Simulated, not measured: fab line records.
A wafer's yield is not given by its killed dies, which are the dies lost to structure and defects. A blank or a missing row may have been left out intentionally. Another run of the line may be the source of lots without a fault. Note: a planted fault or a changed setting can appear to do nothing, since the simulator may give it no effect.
What tool caused it? ; flow sky130 ; 11 lots, 33 wafers sampled, at 6 steps of a route of 708

## WHAT THE GAUGES SHOWED, per wafer
SKY_FIELD_ISO_CD_MEAS_13: target cd 150 nm.
lot;measured;on;cd-nm (nm)
L865;day 2 10:53;cd-sem-01;148.7 149.6 147.7
L866;day 2 10:55;cd-sem-02;152.0 150.9 151.3
L867;day 2 19:01;cd-sem-02;148.6 147.9 149.6
L868;day 3 01:44;cd-sem-02;148.2 147.3 147.4
L869;day 3 02:16;cd-sem-01;148.2 150.0 149.5
L871;day 3 12:31;cd-sem-01;149.6 151.0 151.5
L876;day 4 14:44;cd-sem-01;151.1 150.5 151.0
L879;day 5 06:50;cd-sem-01;149.7 149.4 149.4
L880;day 5 14:58;cd-sem-02;148.3 147.6 147.7
L881;day 5 17:26;cd-sem-02;150.1 147.9 148.6
L883;day 6 03:32;cd-sem-02;149.4 149.3 148.8

SKY_FIELD_ISO_THK_MEAS_25.
lot;measured;on;FIELD_ISO_CVD_24_THK (nm)
L865;day 2 17:03;film-metro-03;593 601 600
L866;day 2 17:01;film-metro-01;596 582 583
L867;day 2 21:12;film-metro-03;597 600 592
L868;day 3 03:55;film-metro-02;602 602 600
L869;day 3 04:56;film-metro-02;592 589 601
L871;day 3 15:28;film-metro-02;593 596 594
L876;day 4 17:13;film-metro-02;410 396 405
L879;day 5 08:52;film-metro-02;406 413 408
L880;day 5 18:42;film-metro-03;581 584 583
L881;day 5 22:44;film-metro-01;595 590 589
L883;day 6 07:35;film-metro-03;598 591 599

SKY_PWDE_TW_MEAS_10.
lot;measured;on;PWDE_TW
L865;day 4 11:06;film-metro-03;378 376 377
L866;day 4 11:26;film-metro-04;374 376 375
L867;day 4 12:11;film-metro-04;376 375 376
L868;day 4 17:57;film-metro-04;377 377 375
L869;day 4 19:33;film-metro-04;376 376 376
L871;day 5 09:37;film-metro-01;365 366 366
L876;day 6 11:35;film-metro-03;375 375
L879;day 7 05:56;film-metro-04;378 377 378
L880;day 7 21:06;film-metro-04;379 378 380
L881;day 7 23:56;film-metro-04;379 379 379
L883;day 8 05:59;film-metro-01;368 369 370

## WHAT TOOL EACH LOT RAN ON (gives the tool, then ch and the chambers of the sampled wafers, and finally the start)
lot;SKY_FIELD_ISO_ETCH_15;SKY_FIELD_ISO_CVD_24;SKY_FIELD_ISO_CMP_27
L865;rie-diel-03 ch 1,2, day 2 11:02;hdpcvd-02 ch 0,1, day 2 16:58;cmp-01 ch 1,2,3, day 2 19:54
L866;rie-diel-04 ch 1,2,3, day 2 11:05;hdpcvd-01 ch 0,1,2, day 2 16:56;cmp-02 ch 0,1,3, day 2 19:57
L867;rie-diel-03 ch 0,2,3, day 2 19:11;hdpcvd-02 ch 0,1,2, day 2 21:08;cmp-01 ch 1,2,3, day 3 00:14
L868;rie-diel-04 ch 2,3, day 3 01:53;hdpcvd-02 ch 1,2, day 3 03:51;cmp-01 ch 0,1, day 3 05:29
L869;rie-diel-02 ch 0,1,2, day 3 02:26;hdpcvd-02 ch 0,1,2, day 3 04:52;cmp-02 ch 0,1,3, day 3 06:30
L871;rie-diel-02 ch 0,1, day 3 12:39;hdpcvd-02 ch 1,2, day 3 15:23;cmp-02 ch 1,2,3, day 3 19:32
L876;rie-diel-03 ch 1,2, day 4 14:54;hdpcvd-01 ch 0,1,2, day 4 17:08;cmp-01 ch 0,1,2, day 4 18:55
L879;rie-diel-02 ch 1,2,3, day 5 07:00;hdpcvd-01 ch 0,1, day 5 08:46;cmp-02 ch 1,2, day 5 11:32
L880;rie-diel-03 ch 2,3, day 5 15:05;hdpcvd-02 ch 0,1, day 5 18:36;cmp-01 ch 1,2,3, day 6 00:12
L881;rie-diel-02 ch 0,1,3, day 5 17:35;hdpcvd-02 ch 0,1, day 5 22:40;cmp-01 ch 0,1, day 6 02:51
L883;rie-diel-04 ch 2,3, day 6 03:42;hdpcvd-02 ch 0,1,2, day 6 07:31;cmp-01 ch 0,1, day 6 10:18
- SKY_FIELD_ISO_ETCH_15: etches the open film in CHF3/O2, stops on Si, target depth 180 nm, time 72 s.
- SKY_FIELD_ISO_CVD_24: deposits SiO2, target thk 595 nm, time 99.2 s.
- SKY_FIELD_ISO_CMP_27: polishes, stops on Si3N4, t overpolish 16 s, target thk 457.8 nm.

## WHAT THE TOOLS THEMSELVES READ (means of the sampled wafers that have a number; where no wafer has one, the mark that the record gives instead)
SKY_FIELD_ISO_ETCH_15.
lot;tool;chf3-flow-sccm (sccm);drypump-motor-current-A (A);oes-product-au (a.u.);throttle-valve-pct (%)
L865;rie-diel-03;50.12;6.1;0.952;8.851
L866;rie-diel-04;50.03;5.7;0.945;8.845
L867;rie-diel-03;49.97;6.0;0.947;8.833
L868;rie-diel-04;49.73;5.9;0.948;8.828
L869;rie-diel-02;50.02;5.2;0.954;8.845
L871;rie-diel-02;50.07;5.4;0.943;8.843
L876;rie-diel-03;49.93;5.8;0.948;8.842
L879;rie-diel-02;49.91;5.4;0.950;8.843
L880;rie-diel-03;50.07;6.2;0.945;8.852
L881;rie-diel-02;49.93;5.5;0.943;8.838
L883;rie-diel-04;50.17;5.9;0.953;8.835

SKY_FIELD_ISO_CVD_24.
lot;tool;susceptor-temp-C (C)
L865;hdpcvd-02;650.2
L866;hdpcvd-01;650.1
L867;hdpcvd-02;650.0
L868;hdpcvd-02;650.2
L869;hdpcvd-02;650.1
L871;hdpcvd-02;649.6
L876;hdpcvd-01;650.5
L879;hdpcvd-01;650.1
L880;hdpcvd-02;649.7
L881;hdpcvd-02;649.9
L883;hdpcvd-02;649.8

SKY_FIELD_ISO_CMP_27.
lot;tool;motor-current-A (A);time-to-endpoint-s (s)
L865;cmp-01;13.9;115
L866;cmp-02;11.8;114
L867;cmp-01;13.9;111
L868;cmp-01;13.3;118
L869;cmp-02;11.6;114
L871;cmp-02;12.4;114
L876;cmp-01;13.2;75
L879;cmp-02;13.5;74
L880;cmp-01;14.1;107
L881;cmp-01;13.2;113
L883;cmp-01;12.9;121

## THE ANSWER, worked out from the rows above alone
Rule: what is usual is taken from the lots themselves. Put in order of their means at a reading, lots are off if they are a third of the lots or fewer, leave a main group of 4 or more, and stand apart from it by a gap of 3 or more times the standard deviation of the main group's means; of several such gaps the widest counts. A main group is skipped when, at the precision printed for the reading in the tables above, its means are all equal. Also off: a lot with no number at a reading for which 4 or more lots have one. Where the step has rows for the other lots, those lots are counted as sound. The gauges are gone through in route order, then the tools' own readings, and for those a lot's mean is taken as printed above. The first step at which some lot is off is used, and at that step the reading that is off furthest; a lot without a number counts as furthest.
Off: at SKY_FIELD_ISO_THK_MEAS_25 (FIELD_ISO_CVD_24_THK), L876, L879. For the main group the mean is 593 nm and the standard deviation 5.4.
A tool fits if, at a process step before that reading, it ran every lot that is off, and no sound lot after the first of them. Not tried: the gauges at SKY_FIELD_ISO_THK_MEAS_25; whatever is off there is also off at SKY_FIELD_ISO_CMP_27, on other tools, and gauge error can't account for it. One fits: SKY_FIELD_ISO_CVD_24 on hdpcvd-01. A fault onset in the window from L866 (day 2 16:56, its last sound lot) to L876 (day 4 17:08, its first lot off) fits.

## WHAT THE SIMULATOR HAD PUT IN
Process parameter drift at SKY_FIELD_ISO_CVD_24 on hdpcvd-01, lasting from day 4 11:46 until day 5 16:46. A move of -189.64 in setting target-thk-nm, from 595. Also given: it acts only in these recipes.
Lots struck among those shown: L876, L879. Same finding as the rule above.
